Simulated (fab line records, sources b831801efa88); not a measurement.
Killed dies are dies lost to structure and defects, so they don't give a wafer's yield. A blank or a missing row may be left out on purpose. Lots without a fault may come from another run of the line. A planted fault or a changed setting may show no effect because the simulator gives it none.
A struck lot beside a sound one | flow gf180mcu | 30 steps out of a route of 602
Sound: wafers L490.1, L490.2, L490.6. Struck: wafers L500.1, L500.4, L500.5. The cause comes at the end.
At each step with rows: each side's tool, then ch and its chambers, then its first start. Under that, the readings that differ: sound wafers | struck wafers | difference of the means | sigmas: that difference in standard deviations of wafers without a fault.
alike: readings whose means differ by less than 2 such deviations, and words and numbers that are the same on both sides. not compared: withheld readings, readings that some wafer has no value for, bounds like >300 that may hide the same value, and numbers for which the record gives no deviation and whose values overlap.
The two part at a step that has a row with sigmas, a row that says differs or no value, or rows on one side only. Numbers that don't overlap but have no deviation are shown without sigmas and don't part them. A reading that every wafer of one side lacks parts them only if that side has two wafers or more.

GF_STI_BOW_MEAS_00:
  sound on film_metro-03, day 1 20:00; struck on film_metro-04, day 3 22:00
  alike: INCOMING_BOW
GF_STI_OXIDATION_01: stabilise 600 s, purge 300 s, target thk 10 nm.
  sound on furnace-02 ch 0, day 1 21:04; struck on furnace-01 ch 0, day 4 01:43
  alike: spike_tc_centre_C, zone_power_top_pct
GF_STI_THK_MEAS_02:
  sound on film_metro-04, day 1 22:28; struck on film_metro-03, day 4 03:26
  reading                | sound             | struck            | difference | sigmas
  STI_OXIDATION_THK (nm) | 10.15 10.13 10.10 | 16.24 16.11 16.01 | +5.99      | +33
then, 1 step without rows for these wafers: GF_STI_CVD_03 (deposits Si3N4 from DCS/NH3, target thk 207.16 nm, time 3551 s).
GF_STI_THK_MEAS_04:
  sound on film_metro-04, day 2 00:31; struck on film_metro-04, day 4 09:41
  alike: STI_CVD_03_THK
then, 7 steps without rows for these wafers: GF_STI_DEHYDRATE_05 (time 58.12 s); GF_STI_HMDS_06 (prime time 60 s); GF_STI_COAT_07 (resist thk 700 nm); GF_STI_SOFTBAKE_08 (time 60 s); GF_STI_EXPOSE_09 (exposes mask COMP, target cd 220 nm); GF_STI_PEB_10 (peb time 90 s); GF_STI_DEVELOP_11 (develop time 60 s).
GF_STI_CD_MEAS_12: target cd 220 nm.
  sound on cd_sem-01, day 2 12:20; struck on cd_sem-02, day 4 15:32
  alike: cd_nm
GF_STI_ETCH_13: etches the open film in CHF3/O2, stops on Si, target depth 282.31 nm, time 112.9 s.
  sound on rie_diel-03 ch 0,3, day 2 12:27; struck on rie_diel-02 ch 0,1,2, day 4 15:39
  reading    | sound             | struck            | difference | sigmas
  bias_w (W) | 200.6 200.8 200.8 | 198.7 199.6 198.9 | -1.7       | -3
  alike: drypump_motor_current_A, oes_product_au, throttle_valve_pct
  not compared: rf_hours_counter_h
GF_STI_ETCH_14: etches Si in HBr/Cl2/O2, target depth 360 nm, time 102.9 s.
  sound on rie_si-02 ch 0,2,3, day 2 12:32; struck on rie_si-01 ch 0,1,3, day 4 15:44
  alike: HBr_flow_sccm, bias_w, drypump_motor_current_A, he_backside_leak_sccm, oes_product_au, throttle_valve_pct
  not compared: rf_hours_counter_h
GF_STI_STRIP_15: strips in O2/N2.
  sound on plasma_asher-03 ch 0,1, day 2 12:36; struck on plasma_asher-03 ch 0,1, day 4 15:48
  alike: drypump_motor_current_A, heater_power_w, oes_product_au, strip_time_to_endpoint_s
  not compared: rf_hours_counter_h
then, 6 steps without rows for these wafers: GF_STI_CLEAN_16 (cleans in dHF, time 25 s); GF_STI_WET_ETCH_17 (etches Si3N4 in H3PO4, target depth 45 nm, time 514 s); GF_STI_CLEAN_18 (cleans in SC1/SC2, time 150 s); GF_STI_CLEAN_19 (cleans in dHF, time 20 s); GF_STI_WET_ETCH_20 (etches SiO2 in dHF, target depth 20 nm, time 400 s); GF_STI_OXIDATION_21 (stabilise 600 s, purge 300 s, target thk 15 nm).
GF_STI_THK_MEAS_22:
  sound on film_metro-03, day 2 15:36; struck on film_metro-04, day 4 17:26
  reading                   | sound             | struck            | difference | sigmas
  STI_OXIDATION_01_THK (nm) | 15.40 15.46 15.65 | 14.92 14.71 15.12 | -0.59      | -2
then, 1 step without rows for these wafers: GF_STI_CVD_23 (deposits SiO2, target thk 650 nm, time 108.3 s).
GF_STI_THK_MEAS_24:
  sound on film_metro-04, day 2 15:44; struck on film_metro-04, day 4 17:34
  alike: STI_CVD_23_THK
GF_STI_CMP_25: polishes, stops on Si3N4, t overpolish 33 s, target thk 524.6 nm.
  sound on cmp-02 ch 1,2, day 2 15:47; struck on cmp-02 ch 0,2, day 4 17:38
  alike: motor_current_A, overpolish_run_s, platen_rpm, time_to_endpoint_s
then, 1 step without rows for these wafers: GF_STI_WET_ETCH_26 (etches SiO2 in dHF, target depth 94 nm, time 188 s).
GF_STI_WET_ETCH_27: etches Si3N4 in H3PO4, target depth 160 nm, time 1825 s.
  sound on wet_bench-03 ch 3, day 2 16:10; struck on wet_bench-04 ch 3, day 4 17:59
  reading                                    | sound            | struck            | difference | sigmas
  model.SiO2_of_STI_OXIDATION_01.thk_nm (nm) | 10.1 10.03 9.994 | 16.19 16.01 16.01 | +6.03      |
  alike: temp_c
then, 1 step without rows for these wafers: GF_STI_WET_ETCH_28 (etches SiO2 in dHF, target depth 20 nm, time 40 s).
-- the record jumps here: 28 days lie between the struck wafers' starts before and after (it left off in module STI and takes up again in module PASSIVATION, whose first step shown is number 602 of the route) --
GF_PASSIVATION_PROBE_99:
  the record has rows for the struck wafers here (prober-01, day 32 13:26) and none for the sound ones

WHERE THEY PART
First at GF_STI_THK_MEAS_02; last, within this record, at GF_PASSIVATION_PROBE_99.

WHY: what the simulator had put in
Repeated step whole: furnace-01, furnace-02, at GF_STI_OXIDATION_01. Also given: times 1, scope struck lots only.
